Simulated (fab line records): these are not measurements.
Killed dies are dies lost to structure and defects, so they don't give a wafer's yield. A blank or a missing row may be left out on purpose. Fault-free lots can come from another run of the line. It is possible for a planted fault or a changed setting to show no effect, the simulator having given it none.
Comparing a struck lot with a sound one + flow gf180mcu + 15 steps out of a route of 602
Sound: the wafers L398.1, L398.2, L398.4. Wafers struck: L404.1, L404.5, L404.6. At the end, the cause is stated.
Order at every step that has rows: each side's tool, ch and its chambers, its first start. Under that, the readings that differ: sound wafers + struck wafers + difference of the means + sigmas: that difference in standard deviations of wafers without a fault.
alike: same words and numbers on both sides, and readings whose means sit less than 2 such deviations apart. not compared: any withheld reading, any reading some wafer has no value for, any bound like >300 that may hide the same value, and any number with overlapping values for which the record gives no deviation.
A row with sigmas, a row that says differs or no value, or rows on one side alone: a step with any of these is where the two part. Non-overlapping numbers with no deviation appear without sigmas and do not part them. Lack of a reading on every wafer of one side parts them only where that side has two or more wafers.

GF_V1_OVL_MEAS_15:
  sound on overlay-01, day 18 23:55; struck on overlay-01, day 21 07:09
  alike: V1_OVL
GF_V1_ETCH_16: etches BARC in N2/H2.
  sound on rieDiel-01 ch 0,2,3, day 18 23:57; struck on rieDiel-01 ch 2,3, day 21 07:11
  alike: biasW, drypumpMotorCurrentA, n2FlowSccm, oesProductAu, throttleValvePct
GF_V1_ETCH_17: etches SiO2 in C4F8/O2/Ar, stops on TiN, target depth 630 nm.
  sound on rieDiel-01 ch 0,2,3; struck on rieDiel-01 ch 2,3
  alike: biasW, oesProductAu
then, 3 steps without rows for these wafers: GF_V1_STRIP_18 (strips in O2/N2); GF_V1_STRIP_19 (strips in post etch residue remover, time 1200 s); GF_V1_CLEAN_20 (cleans in DIW).
GF_V1_SPUTTER_21: material Ti, target thk 15 nm, time 80.02 s.
  sound on pvdSputter-02, day 19 00:38; struck on pvdSputter-03, day 21 07:51
  alike: throttleValvePct
GF_V1_SPUTTER_22: material TiN, target thk 10 nm, time 40 s.
  sound on pvdSputter-02, day 19 00:41; struck on pvdSputter-03, day 21 07:55
  alike: throttleValvePct
then, 1 step without rows for these wafers: GF_V1_CVD_23 (deposits W, target thk 350 nm, time 105.05 s).
GF_V1_RS_MEAS_24: measures by four-point-probe.
  sound on filmMetro-04, day 19 00:50; struck on filmMetro-02, day 21 08:04
  alike: V1_W_RS
GF_V1_THK_MEAS_25: measures by xrf.
  sound on filmMetro-04, day 19 00:58; struck on filmMetro-02, day 21 08:11
  alike: V1_W_THK
GF_V1_CMP_26: polishes, stops on SiO2, t overpolish 15 s, target thk 0 nm.
  sound on cmp-02 ch 0,1,2, day 19 01:04; struck on cmp-01 ch 1,2, day 21 08:28
  alike: motorCurrentA, overpolishRunS, timeToEndpointS
GF_M2_SPUTTER_00: material Ti, target thk 37.5 nm, time 150 s.
  sound on pvdSputter-01, day 19 01:19; struck on pvdSputter-03, day 21 08:43
  alike: throttleValvePct
  not compared: model.Ti_of_M2_SPUTTER_00.thkNm
then, 1 step without rows for these wafers: GF_M2_SPUTTER_01 (material TiN, target thk 30 nm, time 25 s).
-- the record jumps here: 10 days lie between the struck wafers' starts before and after (it left off in module M2 and takes up again in module PASSIVATION, whose first step shown is number 602 of the route) --
GF_PASSIVATION_PROBE_99:
  only the struck wafers here have rows in the record (prober-02, day 31 12:03); the sound ones have none

== WHERE THEY PART ==
Only at GF_PASSIVATION_PROBE_99, as far as this record shows.

WHY: whatever the simulator had introduced
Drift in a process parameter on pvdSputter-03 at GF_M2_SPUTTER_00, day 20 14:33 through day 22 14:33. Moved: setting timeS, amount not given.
